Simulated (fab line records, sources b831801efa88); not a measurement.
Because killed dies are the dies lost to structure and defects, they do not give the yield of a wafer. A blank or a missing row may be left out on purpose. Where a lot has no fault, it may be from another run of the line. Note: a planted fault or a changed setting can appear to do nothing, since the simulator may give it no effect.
Struck lot and sound lot, side by side :: flow sky130 :: 22 out of 708 route steps
Sound: these wafers, L403.1, L403.5, L403.6. Struck: wafer L409.6 (L409.2, L409.4, from the same lot, were not struck and are left out); the cause is given at the end.
Each step with rows lists, per side, the tool, then ch with its chambers, then its first start. Under that, the readings that differ: sound wafers :: struck wafers :: difference of the means :: sigmas: that difference in standard deviations of wafers without a fault.
alike: a reading whose means differ by less than 2 such deviations, as well as words and numbers matching on both sides. not compared: withheld readings; readings where some wafer has no value; bounds like >300 that might hide an equal value; numbers whose values overlap and for which the record gives no deviation.
The two part at a step that has a row with sigmas, a row that says differs or no value, or rows on one side only. When numbers do not overlap yet have no deviation, they are printed without sigmas and do not part them. A reading missing from all wafers of one side parts the sides only when that side holds two or more wafers.

first, 1 step without rows for these wafers: SKY_POLY_GATE_CVD_03 (deposits Si3N4 from DCS/NH3, target thk 75 nm, time 1290 s).
SKY_POLY_GATE_THK_MEAS_04:
  sound on film_metro-01, day 14 21:22; struck on film_metro-04, day 17 07:26
  alike: POLY_GATE_CVD_03_THK
then, 8 steps without rows for these wafers: SKY_POLY_GATE_DEHYDRATE_05 (time 60 s); SKY_POLY_GATE_HMDS_06 (prime time 60 s); SKY_POLY_GATE_COAT_07 (resist thk 110 nm); SKY_POLY_GATE_COAT_08 (resist thk 450 nm); SKY_POLY_GATE_SOFTBAKE_09 (time 90 s); SKY_POLY_GATE_EXPOSE_10 (exposes mask P1M, target cd 150 nm); SKY_POLY_GATE_PEB_11; SKY_POLY_GATE_DEVELOP_12 (develop time 60 s).
SKY_POLY_GATE_CD_MEAS_13: target cd 150 nm.
  sound on cd_sem-01, day 16 01:20; struck on cd_sem-02, day 18 12:56
  alike: cd_nm
SKY_POLY_GATE_OVL_MEAS_14:
  sound on overlay-02, day 16 01:28; struck on overlay-01, day 18 13:02
  alike: POLY_GATE_OVL
SKY_POLY_GATE_ETCH_15: etches BARC in N2/H2, stops on SiO2, time 118.5 s, target depth 110 nm.
  sound on rie_diel-04 ch 0,1, day 16 01:29; struck on rie_diel-03 ch 2, day 18 13:04
reading: model.KrF-thick_of_POLY_GATE_COAT_08.thk_nm (nm)
sound: 341 345.6 343.2
struck: 379.9
difference: +36.6
sigmas: 

reading: model.POLY_GATE.cd_nm (nm)
sound: 149.7 148.9 148
struck: 163
difference: +14
sigmas: 
  alike: drypump_motor_current_A, oes_product_au, throttle_valve_pct
  not compared: rf_hours_counter_h
SKY_POLY_GATE_ETCH_16: etches Si3N4 in CH3F/O2, stops on poly-Si, time 147.5 s, target depth 75 nm.
  sound on rie_diel-04 ch 0,1, day 16 01:35; struck on rie_diel-03 ch 2, day 18 13:09
  alike: drypump_motor_current_A, oes_product_au, throttle_valve_pct
  not compared: rf_hours_counter_h
SKY_POLY_GATE_ETCH_17: etches poly-Si in HBr/Cl2, stops on SiO2, target depth 180 nm, time 70.5 s.
  sound on rie_si-01 ch 0,3, day 16 01:40; struck on rie_si-02 ch 0, day 18 13:15
reading: model.KrF-thick_of_POLY_GATE_COAT_08.thk_nm (nm)
sound: 136.3 140.6 140.7
struck: 176
difference: +37
sigmas: 

reading: model.POLY_GATE.cd_nm (nm)
sound: 149.6 147.4 147.7
struck: 161.7
difference: +13.5
sigmas: 
  alike: drypump_motor_current_A, oes_product_au, throttle_valve_pct
  not compared: rf_hours_counter_h
SKY_POLY_GATE_STRIP_18: strips in O2/N2.
  sound on plasma_asher-01 ch 0,1, day 16 01:44; struck on plasma_asher-03 ch 1, day 18 13:18
reading: oes_product_au (a.u.)
sound: 0.366 0.363 0.358
struck: 0.377
difference: +0.015
sigmas: +3

reading: strip_time_to_endpoint_s (s)
sound: 3.11 3.17 3.18
struck: 3.54
difference: +0.39
sigmas: +9
  alike: drypump_motor_current_A
  not compared: rf_hours_counter_h
then, 2 steps without rows for these wafers: SKY_POLY_GATE_CLEAN_19 (cleans in SC1/SC2, time 150 s); SKY_POLY_GATE_OXIDATION_20 (stabilise 600 s, purge 300 s, target thk 4 nm).
SKY_POLY_GATE_THK_MEAS_21:
  sound on film_metro-01, day 16 05:08; struck on film_metro-01, day 18 15:44
reading: POLY_GATE_OXIDATION_THK (nm)
sound: 4.02 4.06 4.04
struck: 3.84
difference: -0.20
sigmas: -3
SKY_POLY_GATE_CD_MEAS_22:
  sound on cd_sem-02, day 16 05:11; struck on cd_sem-02, day 18 15:52
reading: cd_nm (nm)
sound: 149.9 147.2 147.6
struck: 162.0
difference: +13.8
sigmas: +5
then, 1 step without rows for these wafers: SKY_LDD_N_DEHYDRATE_00 (time 60 s).
-- here the record skips 29 days between the struck wafers' starts before and after, leaving off in module LDD_N and picking up in module PAD_OPEN (first step shown: number 708 of the route) --
SKY_PAD_OPEN_PROBE_99:
  sound on prober-02, day 45 14:08; struck on prober-02, day 47 07:05
reading: model.etest.pfet_01v8.r_on_ohm_um
sound: 2930 2875 2817
struck: 3019
difference: +145
sigmas: 

reading: model.etest.res_poly.line_ohm_um
sound: 512 534.5 533.9
struck: 451.5
difference: -75.3
sigmas: 

reading: model.etest.nfet_01v8.r_on_ohm_um
sound: 841.4 816 804.9
struck: 892.3
difference: +71.5
sigmas: 

reading: model.etest.sonos_uncharged.r_on_ohm_um
sound: 799.1 799.7 808.7
struck: 828
difference: +26
sigmas: 

reading: model.etest.nfet_01v8_lvt.drive_ua_um
sound: 571.4 586.1 596.4
struck: 540.5
difference: -44.1
sigmas: 

reading: model.etest.nfet_01v8_turned.drive_ua_um
sound: 499.1 509.8 520.4
struck: 471.4
difference: -38.4
sigmas: 

reading: model.etest.nfet_01v8_swapped.drive_ua_um
sound: 500.1 512.5 523.4
struck: 471.4
difference: -40.6
sigmas: 

reading: model.etest.pfet_01v8.drive_ua_um
sound: 188.9 193.5 199.5
struck: 180.3
difference: -13.7
sigmas: 
  alike: killed_at_M0_to_M3, killed_at_M4_up, killed_at_contacts, killed_at_front_end, killed_at_other, killed_dies, killed_open, killed_short

WHERE THEY PART
At SKY_POLY_GATE_STRIP_18 first; at SKY_POLY_GATE_CD_MEAS_22 last (within this record only). Later steps at which nothing parts them and some readings are alike: SKY_PAD_OPEN_PROBE_99.

WHY: the cause the simulator had injected
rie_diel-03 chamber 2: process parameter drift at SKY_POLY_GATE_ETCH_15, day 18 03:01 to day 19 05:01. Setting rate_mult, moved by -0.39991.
